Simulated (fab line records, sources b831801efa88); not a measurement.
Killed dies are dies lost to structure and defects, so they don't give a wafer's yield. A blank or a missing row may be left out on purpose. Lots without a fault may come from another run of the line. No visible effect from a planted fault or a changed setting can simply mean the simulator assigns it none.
A sampling plan put to the test | flow sky130 | each of the 14 faults these records tell of, on one fab line, judged from the records of the lots it struck
The plan is the line's own looks: the steps of the route at which a gauge or an inspection reads the wafer and doesn't change it. Where struck wafers have a number at a look and the file lists that look's usual mean and standard deviation on fault-free wafers, the look can be judged. Caught: at a look after the fault's first step, the mean of the struck wafers lies 4 or more of those standard deviations (sigma) from the usual mean. On the tool: the same test on the tool's own readings at the fault's steps. If the struck wafers alone have a blank record, or they carry another recipe, that too counts as caught.

## THE FAULTS, as the simulator had put them in
1. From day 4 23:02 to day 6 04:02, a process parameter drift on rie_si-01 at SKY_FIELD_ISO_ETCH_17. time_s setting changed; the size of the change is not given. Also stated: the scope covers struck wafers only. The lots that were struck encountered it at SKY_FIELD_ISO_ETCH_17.
2. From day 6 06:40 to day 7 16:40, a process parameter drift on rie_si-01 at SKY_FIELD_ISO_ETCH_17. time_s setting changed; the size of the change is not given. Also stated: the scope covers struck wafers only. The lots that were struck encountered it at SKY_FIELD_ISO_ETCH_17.
3. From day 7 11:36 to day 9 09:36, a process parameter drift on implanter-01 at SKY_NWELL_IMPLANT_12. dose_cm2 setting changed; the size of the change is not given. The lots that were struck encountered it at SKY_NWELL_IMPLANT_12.
4. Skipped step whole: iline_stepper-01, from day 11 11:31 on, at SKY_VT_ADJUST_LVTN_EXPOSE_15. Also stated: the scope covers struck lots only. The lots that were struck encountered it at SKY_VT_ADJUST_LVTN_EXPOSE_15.
5. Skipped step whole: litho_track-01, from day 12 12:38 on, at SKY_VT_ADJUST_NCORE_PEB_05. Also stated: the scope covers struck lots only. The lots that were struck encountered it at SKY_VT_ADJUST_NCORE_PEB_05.
6. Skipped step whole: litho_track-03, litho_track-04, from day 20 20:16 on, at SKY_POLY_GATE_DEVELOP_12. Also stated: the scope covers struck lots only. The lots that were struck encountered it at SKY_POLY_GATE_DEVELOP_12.
7. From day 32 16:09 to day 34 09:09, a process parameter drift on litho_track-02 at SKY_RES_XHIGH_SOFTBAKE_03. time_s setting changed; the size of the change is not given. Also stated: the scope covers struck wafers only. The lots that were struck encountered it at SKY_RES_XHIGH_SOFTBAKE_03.
8. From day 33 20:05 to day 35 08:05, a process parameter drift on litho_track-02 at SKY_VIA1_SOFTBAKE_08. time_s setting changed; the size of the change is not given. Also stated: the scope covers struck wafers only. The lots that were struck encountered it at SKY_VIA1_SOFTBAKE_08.
9. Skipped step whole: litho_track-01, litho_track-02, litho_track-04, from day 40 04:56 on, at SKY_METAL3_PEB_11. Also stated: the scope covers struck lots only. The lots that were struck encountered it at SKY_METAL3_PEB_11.
10. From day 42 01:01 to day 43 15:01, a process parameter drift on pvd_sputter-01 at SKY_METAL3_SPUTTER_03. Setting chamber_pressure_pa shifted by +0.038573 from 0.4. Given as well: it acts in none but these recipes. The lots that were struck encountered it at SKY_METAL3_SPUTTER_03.
11. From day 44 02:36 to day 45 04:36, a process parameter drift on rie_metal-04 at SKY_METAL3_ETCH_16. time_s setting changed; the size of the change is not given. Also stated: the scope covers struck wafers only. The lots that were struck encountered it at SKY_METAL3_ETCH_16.
12. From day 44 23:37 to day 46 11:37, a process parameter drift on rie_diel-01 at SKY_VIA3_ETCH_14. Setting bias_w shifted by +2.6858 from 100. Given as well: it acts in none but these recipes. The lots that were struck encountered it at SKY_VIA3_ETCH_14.
13. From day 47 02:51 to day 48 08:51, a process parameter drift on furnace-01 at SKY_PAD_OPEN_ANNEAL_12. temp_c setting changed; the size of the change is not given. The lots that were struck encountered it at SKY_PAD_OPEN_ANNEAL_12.
14. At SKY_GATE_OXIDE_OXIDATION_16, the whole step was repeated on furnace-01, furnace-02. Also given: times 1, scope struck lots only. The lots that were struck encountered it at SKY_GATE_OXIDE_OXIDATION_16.

## WHAT THE PLAN SAW
fault | on the tool itself                               | first look that catches it                      | reading, sigma | median hours from its first step to that look | hours from the fault's start to the first struck lot there | judged looks passed uncaught
1     | run_length_s +12 sigma                           | none of the 2 looks that can be judged after it | -              | -                                             | -                                                          | 2
2     | run_length_s +5.7 sigma                          | no look after it can be judged                  | -              | -                                             | -                                                          | 0
3     | dose_ions_cm2 +99 or beyond sigma                | none of the 3 looks that can be judged after it | -              | -                                             | -                                                          | 3
4     | no reading that can be judged                    | none of the 3 looks that can be judged after it | -              | -                                             | -                                                          | 3
5     | no reading that can be judged                    | no look after it can be judged                  | -              | -                                             | -                                                          | 0
6     | the tool's record is blank for the struck wafers | no look after it can be judged                  | -              | -                                             | -                                                          | 0
7     | run_length_s +61 sigma                           | not the one look that can be judged after it    | -              | -                                             | -                                                          | 1
8     | run_length_s +80 sigma                           | not the one look that can be judged after it    | -              | -                                             | -                                                          | 1
9     | no reading that can be judged                    | no look after it can be judged                  | -              | -                                             | -                                                          | 0
10    | chamber_pressure_pa +49 sigma                    | no look after it can be judged                  | -              | -                                             | -                                                          | 0
11    | run_length_s +32 sigma                           | not the one look that can be judged after it    | -              | -                                             | -                                                          | 1
12    | bias_w +8.2 sigma                                | not the one look that can be judged after it    | -              | -                                             | -                                                          | 1
13    | tube_center_temp_C -99 or beyond sigma           | no look after it can be judged                  | -              | -                                             | -                                                          | 0
14    | under 2 sigma                                    | none of the 2 looks that can be judged after it | -              | -                                             | -                                                          | 2
A dash: the fault is not caught, or the number is missing from these records.

Caught at a look: 0 of 14. Caught on the tool: 10 of 14. By one or the other: 10 of 14.
Faults caught by the tool alone: 1, 2, 3, 6, 7, 8, 10, 11, 12, 13.
Caught by neither: faults 4, 5, 9, 14.
